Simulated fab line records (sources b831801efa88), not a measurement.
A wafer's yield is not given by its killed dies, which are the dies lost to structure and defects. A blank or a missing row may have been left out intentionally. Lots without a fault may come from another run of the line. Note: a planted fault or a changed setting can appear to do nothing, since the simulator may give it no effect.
2 desks looking at one fault + flow gf180mcu + every desk sees just its own numbers, and what lay behind them comes last

== METROLOGY DESK ==
Means of the sampled wafers that have a number, per lot and without regard to the tool the lot ran on: this is what the gauges read. The brackets show how far a lot's mean lies from the usual mean; more than 4 standard deviations puts the lot out of limits, marked OUT.
Columns: A = LVPWELL_TW at GF_LVPWELL_TW_MEAS_11, usual 560; B = VT_IMPLANT_4_TW at GF_VT_IMPLANT_TW_MEAS_43, usual 688; C = DUAL_GATE_OXIDATION_00_THK at GF_DUAL_GATE_THK_MEAS_03, usual 10.84 nm
| lot  | first seen here | A   | B                    | C     |
|------|-----------------|-----|----------------------|-------|
| L696 | day 3 21:42     | 549 | 691                  | 11.19 |
| L697 | day 4 02:46     | 549 | 691                  | 10.78 |
| L701 | day 5 01:14     | 565 | 30 (-99 or more) OUT | -     |
| L708 | day 6 23:26     | 567 | 681                  | 11.19 |
| L709 | day 7 03:32     | 561 | 681                  | 11.13 |
| L710 | day 7 12:11     | 563 | 684                  | 10.94 |
| L711 | day 7 13:40     | 561 | 691                  | 10.77 |
| L712 | day 7 19:32     | 563 | 688                  | 11.01 |
| L713 | day 7 22:14     | 563 | 687                  | 10.76 |
| L714 | day 8 01:41     | 558 | 683                  | 10.73 |
| L717 | day 8 23:38     | 560 | 685                  | 10.74 |
This desk finds L701 out of limits, with the earliest case on L701 at day 8 21:56 (VT_IMPLANT_4_TW at GF_VT_IMPLANT_TW_MEAS_43). L696, L697, L708, L709, L710, L711, L712, L713, L714, L717: within limits.

== THE TOOL OWNER'S DESK: plasma-asher-02 ==
The tool's own readings at GF_VT_IMPLANT_STRIP_31 (strips in O2/N2): means of the sampled wafers that have a number, for each lot that ran on this tool. The brackets show how far a lot's mean lies from the usual mean; more than 4 standard deviations puts the lot out of limits, marked OUT.
Columns: A = chamber-pressure-mTorr at GF_VT_IMPLANT_STRIP_31, usual 1500.0 mTorr; B = drypump-motor-current-A at GF_VT_IMPLANT_STRIP_31, usual 5.8 A; C = heater-power-w at GF_VT_IMPLANT_STRIP_31, usual 320 W; D = n2-flow-sccm at GF_VT_IMPLANT_STRIP_31, usual 300.2 sccm; E = oes-product-au at GF_VT_IMPLANT_STRIP_31, usual 0.716 a.u.; F = strip-time-to-endpoint-s at GF_VT_IMPLANT_STRIP_31, usual 12.63 s
| lot  | first seen here | A      | B   | C   | D     | E               | F     |
|------|-----------------|--------|-----|-----|-------|-----------------|-------|
| L697 | day 6 22:50     | 1500.4 | 6.2 | 309 | 299.0 | 0.718           | 12.61 |
| L701 | day 8 05:07     | 1498.8 | 6.0 | 312 | 300.3 | 0.942 (+54) OUT | -     |
| L709 | day 10 13:52    | 1501.7 | 5.6 | 312 | 299.3 | 0.717           | 12.66 |
| L711 | day 11 05:48    | 1501.6 | 6.0 | 308 | 299.7 | 0.720           | 12.61 |
| L713 | day 11 15:14    | 1500.3 | 6.2 | 305 | 299.8 | 0.718           | 12.57 |
| L714 | day 11 16:38    | 1499.2 | 6.0 | 312 | 300.6 | 0.717           | 12.61 |
This desk finds L701 out of limits, L701 being first, at day 8 05:07 (oes-product-au at GF_VT_IMPLANT_STRIP_31). L697, L709, L711, L713, L714: within limits.

== ALL TOGETHER ==
On L701, at day 8 05:07, an alarm was possible from the tool owner's desk.
The metrology desk could have raised an alarm at day 8 21:56, on L701.
All the named lots went through GF_VT_IMPLANT_STRIP_31 on plasma-asher-02.

== WHAT THE SIMULATOR HAD PUT IN ==
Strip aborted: plasma-asher-02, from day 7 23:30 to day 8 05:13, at GF_VT_IMPLANT_STRIP_31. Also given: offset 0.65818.
Shown lots that were struck: L701.
Delay (hours) between the fault's onset and each desk's first out-of-limits reading: 6 at the tool owner's desk, 22 at the metrology desk.
